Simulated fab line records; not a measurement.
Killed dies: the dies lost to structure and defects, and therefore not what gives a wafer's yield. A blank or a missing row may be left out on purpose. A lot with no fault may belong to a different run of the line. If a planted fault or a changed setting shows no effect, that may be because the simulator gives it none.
8D (eight disciplines) problem report, filled in by code + flow sky130 + the parts of the form that need people (team, actions taken, sign-off) are left out

1. THE ISSUE
Wafers free of any fault read 1639 nm (standard deviation 17) for VIA3_HDPCVD_THK at SKY_VIA3_THK_MEAS_01, against a mean of 1737 nm on 2 wafers of 2 lots. That is +5.8 standard deviations from the usual mean.
Seen first at day 42 08:02 on filmMetro-03, wafer L831.2. Wafers with a number at this step in the record: 36, from 12 lots. Rule for "out" (also "out of limits"): further than 4 standard deviations from the usual mean. All remaining wafers that have a number are taken as sound.

2. WHAT IT IS; WHAT IT IS NOT
| question                    | is                | is not                                                                                 |
|-----------------------------|-------------------|----------------------------------------------------------------------------------------|
| which readings at this step | VIA3_HDPCVD_THK   | -                                                                                      |
| which lots                  | L831, L833        | L819, L820, L821, L822, L826, L827, L829, L832, L836, L842                             |
| which wafers of those lots  | L831.2, L833.3    | L831.4, L831.6, L833.1, L833.2                                                         |
| read on which gauges        | filmMetro-03      | filmMetro-01, filmMetro-04                                                             |
| when                        | from day 42 08:02 | up to then (23 sound wafers); but 11 sound wafers of L832, L833, L836, L842 came after |

3. WHAT RULES OUT EACH SUSPECT
Counting: a tool at a process step up to the reading stays a suspect if it ran every lot that is out. Sound lots after the first of them don't rule it out here, since some wafers of a struck lot are sound.
- the gauge at SKY_VIA3_THK_MEAS_01 has been ruled out. All the wafers that are out were read on filmMetro-03, but those of them that SKY_VIA3_HDPCVD_00 has rows for are out there too, on other tools.
- pvdSputter-04 at SKY_METAL3_SPUTTER_00 (material Ti, target thk 15 nm, time 10 s): kept. It processed each lot that is out (first: L831, day 40 06:32); up to then, its last sound lot is L822 (day 37 08:00).
- hdpcvd-02 at SKY_VIA3_HDPCVD_00 (deposits SiO2, target thk 1635 nm, time 272.5 s): kept. It processed each lot that is out (first: L831, day 42 07:52); up to then, its last sound lot is L829 (day 41 16:41). On those wafers its own readings are out: runLengthS.
- Within hdpcvd-02 at SKY_VIA3_HDPCVD_00: the wafers that are out ran in chamber 2; their sound lot-mates ran in chambers 0, 1.
After counting, pvdSputter-04 at SKY_METAL3_SPUTTER_00 and hdpcvd-02 at SKY_VIA3_HDPCVD_00 remain.

4. THE CAUSE (what the simulator had put in)
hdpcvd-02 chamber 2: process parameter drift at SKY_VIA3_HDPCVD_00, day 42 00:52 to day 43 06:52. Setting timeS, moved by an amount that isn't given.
Counting left 2 suspects, and this tool is among them.

5. SEQUENCE OF EFFECTS, ordered by route
Each row: a reading whose mean over the struck wafers that have a number lies more than 3 standard deviations from the usual. Readings are gone through only where the record gives a usual standard deviation; hours: the median, over the lots, of the time from a lot's start at the first step in this table giving one to that lot's start at this step; sigmas: the change measured in usual standard deviations.
| hours | step                 | reading         | usual   | on struck wafers | change | sigmas |
|-------|----------------------|-----------------|---------|------------------|--------|--------|
| 0     | SKY_VIA3_HDPCVD_00   | runLengthS      | 300.6 s | 316.5            | +15.9  | +48    |
| 0     | SKY_VIA3_THK_MEAS_01 | VIA3_HDPCVD_THK | 1639 nm | 1737             | +98    | +5.8   |
It contains these process steps:
- SKY_VIA3_HDPCVD_00: deposits SiO2, target thk 1635 nm, time 272.5 s.
Later steps that measure or inspect, where all struck wafers having a row at the step show a number for every such reading and not one has moved that far: SKY_VIA3_CD_MEAS_12, SKY_VIA3_THK_MEAS_23.

6. WHAT WOULD HAVE CAUGHT IT SOONER
The first out-of-limits reading at a measuring or inspecting step in this record came at day 42 08:02, 7 hours after the fault's start at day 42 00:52.
The tool's own readings at SKY_VIA3_HDPCVD_00 were out on every struck wafer that the step has a row for (runLengthS): an alarm limit on them would have fired on the first of those.
L833, from the lots that are out (2), started SKY_VIA3_HDPCVD_00 on hdpcvd-02 later than day 42 08:02. Putting the tool on hold at that point would have spared it.
